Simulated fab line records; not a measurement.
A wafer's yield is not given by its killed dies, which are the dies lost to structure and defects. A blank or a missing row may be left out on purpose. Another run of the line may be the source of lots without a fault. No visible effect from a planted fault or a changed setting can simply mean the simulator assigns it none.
fab line records -- flow sky130
record lots=13, wafers=39, lastDay=50
route steps=708 shown FIELD_ISO@5 PWDE@52 NWELL@67 PAD_OPEN@708
lots that met no fault: taken from a fault-free run of the same line
startH: hours from the record's first day to the start of the lot's first wafer shown -- waitH: hours since the lot's step before -- " unchanged from the row above -- L1.1+2: one row covering several wafers at once -- - no value, or no start given -- * or withheld: withheld -- < > ~ a bound
route shown NAME@n: a module of which the file shows steps, and the number in the route of the first -- usual: average and standard deviation across the fault-free wafers -- same: alike in all rows -- chamber/n: place in a boat -- sites: the reading at each site -- _std_site: the standard deviation of these -- _edge_site: outer sites' mean less inner sites' -- radiusMm: how far each site lies from the wafer's centre -- mask NAME#n: copy n -- behind: the last tool/chamber to shape the wafer -- hold: cause of the lot's hold/its duration in hours/its outcome -- device: transistor that didn't switch, given as n, p or np -- end of line: at the end of the route, the tests of the same wafers -- a step with no rows: only its recipe -- killed: the dies lost at the first sort to structure and to defects; this is not the yield of the wafer -- map: the dies of a wafer, with x for killed, . for not killed, _ for no die there
set.NAME: the run value of the setting; set.NAME@STEP: its run value at that earlier step -- model.NAME: the simulator's own value behind a step, which no gauge read
steps of the route over a sample of lots; a table a step, a row a wafer
services: the hour from which a tool's chamber was out of use, counted from the record's first day as startH (under 0 if before that day), plus the number of hours and why
## steps
# step SKY_FIELD_ISO_THK_MEAS_04
# recipe reads=Si3N4_of_FIELD_ISO_CVD_03
# usual FIELD_ISO_CVD_03_THK=165.4/1.6
lot.wafer,tool,chamber,startH,waitH,FIELD_ISO_CVD_03_THK[nm]
L612.4,filmMetro-03,-,23.14,0.0,163.9
L612.5,filmMetro-03,-,23.14,0.0,163.2
L612.6,filmMetro-03,-,23.14,0.0,162.6
L613.2,filmMetro-04,-,25.80,0.0,164.6
L613.3,filmMetro-04,-,25.80,0.0,165.1
L613.4,filmMetro-04,-,25.80,0.0,165.0
L614.3,filmMetro-01,-,28.50,0.0,163.9
L614.5,filmMetro-01,-,28.50,0.0,164.4
L614.6,filmMetro-01,-,28.50,0.0,163.7
L615.3,filmMetro-01,-,33.99,0.0,164.9
L615.4,filmMetro-01,-,33.99,0.0,164.1
L615.5,filmMetro-01,-,33.99,0.0,164.5
L617.1,filmMetro-04,-,43.48,0.0,163.3
L617.3,filmMetro-04,-,43.48,0.0,165.1
L617.5,filmMetro-04,-,43.48,0.0,165.0
L618.4,filmMetro-01,-,48.88,0.0,167.0
L618.5,filmMetro-01,-,48.88,0.0,165.8
L618.6,filmMetro-01,-,48.88,0.0,165.6
L620.1,filmMetro-03,-,58.87,0.0,163.3
L620.2,filmMetro-03,-,58.87,0.0,165.0
L620.6,filmMetro-03,-,58.87,0.0,164.8
L621.1,filmMetro-01,-,65.73,0.0,167.7
L621.3,filmMetro-01,-,65.73,0.0,168.4
L621.6,filmMetro-01,-,65.73,0.0,166.7
L623.1,filmMetro-01,-,75.55,0.0,166.2
L623.3,filmMetro-01,-,75.55,0.0,167.1
L623.4,filmMetro-01,-,75.55,0.0,166.6
L624.1,filmMetro-03,-,78.71,0.0,163.9
L624.3,filmMetro-03,-,78.71,0.0,164.6
L624.6,filmMetro-03,-,78.71,0.0,163.9
L627.2,filmMetro-04,-,94.20,0.0,166.7
L627.3,filmMetro-04,-,94.20,0.0,166.8
L627.5,filmMetro-04,-,94.20,0.0,166.0
L628.1,filmMetro-03,-,103.08,0.0,169.3
L628.3,filmMetro-03,-,103.08,0.0,168.2
L628.5,filmMetro-03,-,103.08,0.0,168.5
L633.3,filmMetro-04,-,125.96,0.0,167.7
L633.4,filmMetro-04,-,125.96,0.0,167.6
L633.5,filmMetro-04,-,125.96,0.0,166.5
# step SKY_FIELD_ISO_THK_MEAS_23
# recipe reads=SiO2_of_FIELD_ISO_OXIDATION_22
# usual FIELD_ISO_OXIDATION_01_THK=9.97/0.22
lot.wafer,tool,chamber,startH,waitH,FIELD_ISO_OXIDATION_01_THK[nm]
L612.4,filmMetro-01,-,39.94,0.0,10.20
L612.5,filmMetro-01,-,39.94,0.0,10.19
L612.6,filmMetro-01,-,39.94,0.0,10.30
L613.2,filmMetro-03,-,42.79,0.0,9.95
L613.3,filmMetro-03,-,42.79,0.0,9.97
L613.4,filmMetro-03,-,42.79,0.0,10.11
L614.3,filmMetro-01,-,45.96,0.0,10.04
L614.5,filmMetro-01,-,45.96,0.0,10.32
L614.6,filmMetro-01,-,45.96,0.0,10.18
L615.3,filmMetro-03,-,52.83,0.0,9.91
L615.4,filmMetro-03,-,52.83,0.0,9.82
L615.5,filmMetro-03,-,52.83,0.0,9.90
L617.1,filmMetro-03,-,61.67,0.0,9.97
L617.3,filmMetro-03,-,61.67,0.0,10.07
L617.5,filmMetro-03,-,61.67,0.0,10.01
L618.4,filmMetro-04,-,67.83,0.0,10.05
L618.5,filmMetro-04,-,67.83,0.0,10.21
L618.6,filmMetro-04,-,67.83,0.0,10.14
L620.1,filmMetro-03,-,77.42,0.0,9.81
L620.2,filmMetro-03,-,77.42,0.0,9.82
L620.6,filmMetro-03,-,77.42,0.0,9.76
L621.1,filmMetro-01,-,84.31,0.0,9.56
L621.3,filmMetro-01,-,84.31,0.0,9.68
L621.6,filmMetro-01,-,84.31,0.0,9.53
L623.1,filmMetro-03,-,97.08,0.0,9.78
L623.3,filmMetro-03,-,97.08,0.0,9.87
L623.4,filmMetro-03,-,97.08,0.0,9.92
L624.1,filmMetro-04,-,97.08,0.0,10.05
L624.3,filmMetro-04,-,97.08,0.0,9.84
L624.6,filmMetro-04,-,97.08,0.0,10.25
L627.2,filmMetro-04,-,121.23,0.0,10.03
L627.3,filmMetro-04,-,121.23,0.0,9.96
L627.5,filmMetro-04,-,121.23,0.0,9.98
L628.1,filmMetro-03,-,129.29,0.0,10.20
L628.3,filmMetro-03,-,129.29,0.0,10.19
L628.5,filmMetro-03,-,129.29,0.0,10.20
L633.3,filmMetro-03,-,148.67,0.0,10.01
L633.4,filmMetro-03,-,148.67,0.0,9.83
L633.5,filmMetro-03,-,148.67,0.0,9.74
# step SKY_PWDE_OVL_MEAS_07
# usual PWDE_OVL=-0.1/1.3
lot.wafer,tool,chamber,startH,waitH,PWDE_OVL[nm]
L612.4,overlay-02,-,76.03,-,-1.1
L612.5,overlay-02,-,76.03,-,1.2
L612.6,overlay-02,-,76.03,-,-0.1
L613.2,overlay-01,-,78.90,-,-2.4
L613.3,overlay-01,-,78.90,-,-0.9
L613.4,overlay-01,-,78.90,-,-1.1
L614.3,overlay-01,-,84.12,-,-2.6
L614.5,overlay-01,-,84.12,-,-1.4
L614.6,overlay-01,-,84.12,-,-0.4
L615.3,overlay-02,-,91.90,-,0.2
L615.4,overlay-02,-,91.90,-,-0.9
L615.5,overlay-02,-,91.90,-,-2.2
L617.1,overlay-01,-,100.06,-,-0.4
L617.3,overlay-01,-,100.06,-,-0.6
L617.5,overlay-01,-,100.06,-,0.0
L618.4,overlay-02,-,107.56,-,-1.7
L618.5,overlay-02,-,107.56,-,0.2
L618.6,overlay-02,-,107.56,-,0.2
L620.1,overlay-02,-,117.14,-,0.6
L620.2,overlay-02,-,117.14,-,-0.8
L620.6,overlay-02,-,117.14,-,1.6
L621.1,overlay-01,-,123.61,-,-1.4
L621.3,overlay-01,-,123.61,-,-0.8
L621.6,overlay-01,-,123.61,-,-0.8
L623.1,overlay-02,-,138.86,-,-0.9
L623.3,overlay-02,-,138.86,-,-1.0
L623.4,overlay-02,-,138.86,-,-0.3
L624.1,overlay-02,-,139.24,-,-1.1
L624.3,overlay-02,-,139.24,-,0.9
L624.6,overlay-02,-,139.24,-,0.6
L627.2,overlay-02,-,171.59,-,-2.9
L627.3,overlay-02,-,171.59,-,-2.2
L627.5,overlay-02,-,171.59,-,-4.1
L628.1,overlay-02,-,176.64,-,0.1
L628.3,overlay-02,-,176.64,-,-0.7
L628.5,overlay-02,-,176.64,-,1.1
L633.3,overlay-02,-,193.52,-,-0.8
L633.4,overlay-02,-,193.52,-,-2.8
L633.5,overlay-02,-,193.52,-,0.1
# step SKY_NWELL_STRIP_14
# recipe chemistry=O2/N2, powerW=1400, pressureMtorr=1500, platenTempC=withheld, o2FlowSccm=3000, n2FlowSccm=300, overashFraction=0.5
# usual drypumpMotorCurrentA=5.7/0.55, oesProductAu=0.722/0.0045, overashFraction=0.5/0, stripTimeToEndpointS=36.91/0.11
lot.wafer,tool,chamber,startH,waitH,drypumpMotorCurrentA,oesProductAu,overashFraction,rfHoursCounterH,stripTimeToEndpointS
L612.4,plasmaAsher-01,1,93.78,0.1,4.8,0.725,0.5,-,37.09
L612.5,plasmaAsher-01,1,93.78,0.1,4.8,0.713,0.5,-,36.90
L612.6,plasmaAsher-01,0,93.78,0.1,6.3,0.724,0.5,-,37.08
L613.2,plasmaAsher-04,1,95.98,0.1,5.3,0.718,0.5,41,36.77
L613.3,plasmaAsher-04,0,95.98,0.1,6.0,0.733,0.5,-,36.86
L613.4,plasmaAsher-04,1,95.98,0.1,5.4,0.725,0.5,-,36.90
L614.3,plasmaAsher-01,1,101.58,0.1,4.8,0.726,0.5,-,36.94
L614.5,plasmaAsher-01,0,101.58,0.1,6.3,0.719,0.5,-,36.98
L614.6,plasmaAsher-01,1,101.58,0.1,4.8,0.718,0.5,-,36.92
L615.3,plasmaAsher-01,1,110.36,0.1,4.8,0.720,0.5,-,36.97
L615.4,plasmaAsher-01,0,110.36,0.1,6.3,0.716,0.5,-,36.87
L615.5,plasmaAsher-01,1,110.36,0.1,4.8,0.725,0.5,-,36.91
L617.1,plasmaAsher-03,1,118.60,0.1,5.4,0.717,0.5,0,36.94
L617.3,plasmaAsher-03,1,118.60,0.1,5.3,0.720,0.5,-,36.88
L617.5,plasmaAsher-03,1,118.60,0.1,5.4,0.723,0.5,-,36.82
L618.4,plasmaAsher-03,1,125.76,0.1,5.3,0.713,0.5,-,37.00
L618.5,plasmaAsher-03,1,125.76,0.1,5.3,0.721,0.5,-,36.98
L618.6,plasmaAsher-03,0,125.76,0.1,6.2,0.727,0.5,-,37.02
L620.1,plasmaAsher-01,1,136.12,0.1,4.8,0.733,0.5,46,36.81
L620.2,plasmaAsher-01,0,136.12,0.1,6.3,0.721,0.5,46,36.87
L620.6,plasmaAsher-01,0,136.12,0.1,6.3,0.717,0.5,-,36.75
L621.1,plasmaAsher-04,1,142.16,0.1,5.4,0.723,0.5,45,36.83
L621.3,plasmaAsher-04,0,142.16,0.1,6.0,0.722,0.5,-,36.81
L621.6,plasmaAsher-04,1,142.16,0.1,5.4,0.721,0.5,-,36.75
L623.1,plasmaAsher-01,0,160.15,0.1,6.3,0.717,0.5,48,36.95
L623.3,plasmaAsher-01,1,160.15,0.1,4.8,0.726,0.5,-,36.89
L623.4,plasmaAsher-01,0,160.15,0.1,6.3,0.724,0.5,-,36.98
L624.1,plasmaAsher-03,0,160.36,0.1,6.2,0.722,0.5,4,37.05
L624.3,plasmaAsher-03,1,160.36,0.1,5.3,0.719,0.5,-,36.84
L624.6,plasmaAsher-03,1,160.36,0.1,5.3,0.725,0.5,-,36.98
L627.2,plasmaAsher-01,1,192.27,0.1,4.8,0.799,0.3,51,36.86
L627.3,plasmaAsher-01,0,192.27,0.1,6.3,0.716,0.5,-,36.70
L627.5,plasmaAsher-01,1,192.27,0.1,4.8,0.804,0.3,-,36.81
L628.1,plasmaAsher-01,1,197.32,0.1,4.8,0.799,0.3,52,37.04
L628.3,plasmaAsher-01,1,197.32,0.1,4.8,0.801,0.3,-,37.00
L628.5,plasmaAsher-01,0,197.32,0.1,6.3,0.722,0.5,-,37.25
L633.3,plasmaAsher-04,1,215.21,0.1,5.4,0.720,0.5,-,36.76
L633.4,plasmaAsher-04,0,215.21,0.1,6.0,0.728,0.5,-,36.77
L633.5,plasmaAsher-04,0,215.21,0.1,6.0,0.717,0.5,-,36.70
# step SKY_PAD_OPEN_PROBE_99
# usual killed_at_M0_to_M3=44/6.3, killed_at_M4_up=2.8/1.7, killedAtContacts=25/5.8, killedAtFrontEnd=14/4.4, killedAtOther=0.3/0.49, killedDies=86/8.7, killedOpen=48/5.8, killedShort=38/6
# same grossDies=492, killedAtBackSide=0
lot.wafer,tool,chamber,startH,waitH,killed_at_M0_to_M3,killed_at_M4_up,killedAtContacts,killedAtFrontEnd,killedAtOther,killedDies,killedOpen,killedShort
L617.1,prober-02,-,1109.83,0.1,47,4,19,23,1,94,44,50
L617.3,prober-02,-,1109.93,0.2,33,4,30,18,1,86,49,37
L617.5,prober-02,-,1110.03,0.2,45,1,17,10,0,73,44,29
L620.1,prober-01,-,1127.92,0.1,43,4,32,22,0,101,53,48
L620.2,prober-01,-,1127.97,0.1,44,2,37,11,0,94,49,45
L620.6,prober-01,-,1128.17,0.2,47,3,38,17,0,105,62,43
# killed by level:class
L617.1 METAL2:geometricParticle:short=12 VIA1:geometricParticle:open=9 FIELD_ISO:geometricParticle:short=8 FIELD_ISO:geometricParticle:open=7 VIA3:geometricParticle:open=6 LI_CONTACT:geometricParticle:open=5 CONTACT:geometricParticle:short=5 VIA1:geometricParticle:short=5
L617.3 LI_CONTACT:geometricParticle:open=11 VIA3:geometricParticle:open=9 CONTACT:geometricParticle:open=8 VIA1:geometricParticle:open=7 POLY_GATE:geometricParticle:short=5 CONTACT:geometricParticle:short=5 METAL1:geometricParticle:short=5 FIELD_ISO:geometricParticle:open=4
L617.5 VIA1:geometricParticle:open=10 VIA1:geometricParticle:short=9 VIA2:geometricParticle:open=6 LI_CONTACT:geometricParticle:open=5 METAL2:geometricParticle:short=5 CONTACT:geometricParticle:open=4 POLY_GATE:geometricParticle:open=3 LOCAL_INTERCONNECT:geometricParticle:short=3
L620.1 METAL2:geometricParticle:short=12 LI_CONTACT:geometricParticle:open=11 VIA3:geometricParticle:open=9 CONTACT:geometricParticle:open=9 CONTACT:geometricParticle:short=8 FIELD_ISO:geometricParticle:short=7 VIA1:geometricParticle:open=7 FIELD_ISO:geometricParticle:open=4
L620.2 CONTACT:geometricParticle:open=15 VIA1:geometricParticle:open=12 METAL2:geometricParticle:short=7 CONTACT:geometricParticle:short=7 VIA2:geometricParticle:open=7 LOCAL_INTERCONNECT:geometricParticle:short=5 POLY_GATE:geometricParticle:short=4 LI_CONTACT:geometricParticle:short=4
L620.6 CONTACT:geometricParticle:open=12 LI_CONTACT:geometricParticle:open=10 VIA2:geometricParticle:open=10 VIA3:geometricParticle:open=10 VIA1:geometricParticle:open=9 LI_CONTACT:geometricParticle:short=7 CONTACT:geometricParticle:short=5 VIA1:geometricParticle:short=4
## services
tool,chamber,startH,hours,kind
plasmaAsher-01,-,98.46,1.9,repair
plasmaAsher-03,-,108.75,9.0,pm
plasmaAsher-03,0,108.75,9.0,ventCycle
plasmaAsher-03,1,108.75,9.0,ventCycle
plasmaAsher-03,0,117.75,-,clean
plasmaAsher-03,1,117.75,-,clean
plasmaAsher-04,-,120.82,2.8,pm
plasmaAsher-04,-,143.69,4.9,repair
plasmaAsher-03,-,150.50,2.8,pm
plasmaAsher-01,-,161.90,2.8,pm
plasmaAsher-01,-,201.48,10.9,repair
## key
firstSign step=SKY_NWELL_STRIP_14, reading=overashFraction, direction=down, sigmas=99+, usual=0.5, struck=0.3
effect step=SKY_NWELL_STRIP_14, reading=oesProductAu, direction=up, sigmas=17, usual=0.722, struck=0.801
metAt SKY_NWELL_STRIP_14
struckLots L627,L628
struckWafers L627.2,L627.5,L628.1,L628.3
testerLeftOut L627,L628
notActingAt SKY_FIELD_ISO_THK_MEAS_04,SKY_FIELD_ISO_THK_MEAS_23,SKY_PWDE_OVL_MEAS_07
onsetBetween 160.15 192.27
fault kind=processParameterDrift, tool=plasmaAsher-01, chamber=1, onsetH=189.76, steps=SKY_NWELL_STRIP_14, channel=overashFraction, offset=-0.2, shape=step, endH=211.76, actsIn=theseRecipesOnly, stated=0.5
# testerLeftOut: of these lots the tester's yield and bins aren't shown, on N5 and GAA mostly nor the transistor test; their killed dies are dies lost to structure and defects alone, not to doping, threshold or leakage, so they don't give the yield
